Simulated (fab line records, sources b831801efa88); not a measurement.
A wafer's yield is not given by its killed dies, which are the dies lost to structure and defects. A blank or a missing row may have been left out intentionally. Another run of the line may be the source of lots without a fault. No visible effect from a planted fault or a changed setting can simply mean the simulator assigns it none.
Check of tool commonality / flow gf180mcu / 39 wafers sampled across 13 lots

REASON FOR OPENING
2 of 13 lots carry a flag on the reading V5_CVD_02_THK at GF_V5_THK_MEAS_03. No-fault wafers: 1455 nm, standard deviation 19.
Rule: a lot gets a flag if all its wafers with a number sit over 4 standard deviations from that mean, or if no wafer of it has a number. The other lots count as sound.

lot=L487; measured=day 26 04:44; on=filmMetro-04; V5_CVD_02_THK (nm), wafer by wafer=1459 1458 1464; flag=
lot=L488; measured=day 26 12:07; on=filmMetro-04; V5_CVD_02_THK (nm), wafer by wafer=1424 1465 1465; flag=
lot=L490; measured=day 27 13:50; on=filmMetro-02; V5_CVD_02_THK (nm), wafer by wafer=1443 1449 1457; flag=
lot=L491; measured=day 27 20:25; on=filmMetro-04; V5_CVD_02_THK (nm), wafer by wafer=1449 1458 1468; flag=
lot=L492; measured=day 28 02:46; on=filmMetro-02; V5_CVD_02_THK (nm), wafer by wafer=1443 1493 1495; flag=
lot=L493; measured=day 28 07:20; on=filmMetro-04; V5_CVD_02_THK (nm), wafer by wafer=1442 1463 1473; flag=
lot=L495; measured=day 29 00:57; on=filmMetro-04; V5_CVD_02_THK (nm), wafer by wafer=1443 1417 1461; flag=
lot=L498; measured=day 30 02:58; on=filmMetro-03; V5_CVD_02_THK (nm), wafer by wafer=1257 1267 1298; flag=FLAGGED
lot=L499; measured=day 30 10:19; on=filmMetro-02; V5_CVD_02_THK (nm), wafer by wafer=1452 1420 1449; flag=
lot=L502; measured=day 30 22:37; on=filmMetro-02; V5_CVD_02_THK (nm), wafer by wafer=1260 1247 1247; flag=FLAGGED
lot=L506; measured=day 31 21:31; on=filmMetro-02; V5_CVD_02_THK (nm), wafer by wafer=1445 1432 1446; flag=
lot=L509; measured=day 32 16:33; on=filmMetro-04; V5_CVD_02_THK (nm), wafer by wafer=1463 1484 1460; flag=
lot=L508; measured=day 32 17:13; on=filmMetro-03; V5_CVD_02_THK (nm), wafer by wafer=1464 1432 1459; flag=
Average over the flagged lots: 1263 nm; offset from the usual -192 nm, equal to -10 standard deviations.

LOT BY LOT: THE TOOL USED
The record holds 2 process steps before the reading, out of a route of 602 steps. Read each cell as the tool, then ch plus the chambers that the sampled wafers visited, then the start.
lot=L487; flag=; GF_MIM_SPUTTER_08=pvdSputter-04, day 24 08:05; GF_V5_CVD_02=pecvd-01 ch 0,1,2, day 26 04:39
lot=L488; flag=; GF_MIM_SPUTTER_08=pvdSputter-02, day 24 15:35; GF_V5_CVD_02=pecvd-01 ch 0,1, day 26 12:00
lot=L490; flag=; GF_MIM_SPUTTER_08=pvdSputter-04, day 25 19:13; GF_V5_CVD_02=pecvd-03 ch 1,2, day 27 13:44
lot=L491; flag=; GF_MIM_SPUTTER_08=pvdSputter-04, day 26 02:31; GF_V5_CVD_02=pecvd-01 ch 0,1, day 27 20:19
lot=L492; flag=; GF_MIM_SPUTTER_08=pvdSputter-04, day 26 08:25; GF_V5_CVD_02=pecvd-01 ch 0,2, day 28 02:40
lot=L493; flag=; GF_MIM_SPUTTER_08=pvdSputter-04, day 26 13:34; GF_V5_CVD_02=pecvd-01 ch 1,2, day 28 07:13
lot=L495; flag=; GF_MIM_SPUTTER_08=pvdSputter-01, day 27 07:48; GF_V5_CVD_02=pecvd-03 ch 0,1,2, day 29 00:50
lot=L498; flag=FLAGGED; GF_MIM_SPUTTER_08=pvdSputter-04, day 28 11:13; GF_V5_CVD_02=pecvd-01 ch 1,2, day 30 02:51
lot=L499; flag=; GF_MIM_SPUTTER_08=pvdSputter-02, day 28 18:41; GF_V5_CVD_02=pecvd-04 ch 0,2, day 30 10:12
lot=L502; flag=FLAGGED; GF_MIM_SPUTTER_08=pvdSputter-01, day 29 08:42; GF_V5_CVD_02=pecvd-01 ch 0,2, day 30 22:30
lot=L506; flag=; GF_MIM_SPUTTER_08=pvdSputter-01, day 30 08:44; GF_V5_CVD_02=pecvd-04 ch 0,2, day 31 21:23
lot=L509; flag=; GF_MIM_SPUTTER_08=pvdSputter-02, day 31 05:01; GF_V5_CVD_02=pecvd-03 ch 0,1,2, day 32 16:28
lot=L508; flag=; GF_MIM_SPUTTER_08=pvdSputter-01, day 31 05:43; GF_V5_CVD_02=pecvd-04 ch 1,2, day 32 17:06
What these steps do:
- GF_MIM_SPUTTER_08: material AlCu, target thk 200 nm, time 10.6 s.
- GF_V5_CVD_02: deposits SiO2 from TEOS, target thk 1450 nm, time 163.28 s.
- GF_V5_THK_MEAS_03

FLAGGED AGAINST TOTAL, ONE TOOL AT A TIME (gauges that did the reading follow at the end)
step=GF_MIM_SPUTTER_08; tool=pvdSputter-01; lots run=4; flagged=1; share of the flagged lots=some; sound lots run after its first flagged lot=2 (L506,L508)
step=GF_MIM_SPUTTER_08; tool=pvdSputter-02; lots run=3; flagged=0; share of the flagged lots=none; sound lots run after its first flagged lot=-
step=GF_MIM_SPUTTER_08; tool=pvdSputter-04; lots run=6; flagged=1; share of the flagged lots=some; sound lots run after its first flagged lot=0
step=GF_V5_CVD_02; tool=pecvd-01; lots run=7; flagged=2; share of the flagged lots=all; sound lots run after its first flagged lot=0
step=GF_V5_CVD_02; tool=pecvd-03; lots run=3; flagged=0; share of the flagged lots=none; sound lots run after its first flagged lot=-
step=GF_V5_CVD_02; tool=pecvd-04; lots run=3; flagged=0; share of the flagged lots=none; sound lots run after its first flagged lot=-
step=GF_V5_THK_MEAS_03; tool=filmMetro-02; lots run=5; flagged=1; share of the flagged lots=some; sound lots run after its first flagged lot=1 (L506)
step=GF_V5_THK_MEAS_03; tool=filmMetro-03; lots run=2; flagged=1; share of the flagged lots=some; sound lots run after its first flagged lot=1 (L508)
step=GF_V5_THK_MEAS_03; tool=filmMetro-04; lots run=6; flagged=0; share of the flagged lots=none; sound lots run after its first flagged lot=-

WHAT THE TABLE ALLOWS
All flagged lots share 1 row of the table, namely pecvd-01 at GF_V5_CVD_02.
- pecvd-01 at GF_V5_CVD_02 ran 7 lots, 2 of them flagged. Last sound lot L493 at day 28 07:13, first flagged lot L498 at day 30 02:51; a fault beginning in between fits. Its own readings lie more than 4 standard deviations out on every wafer of the flagged lots: rfFwdPowerW.
pecvd-01 at GF_V5_CVD_02 is the single tool remaining.

WHAT THE SIMULATOR HAD INSERTED
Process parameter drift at GF_V5_CVD_02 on pecvd-01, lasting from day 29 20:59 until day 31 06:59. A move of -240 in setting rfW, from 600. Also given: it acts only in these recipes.
Struck lots among those shown: L498, L502. The same result came from the rule above.
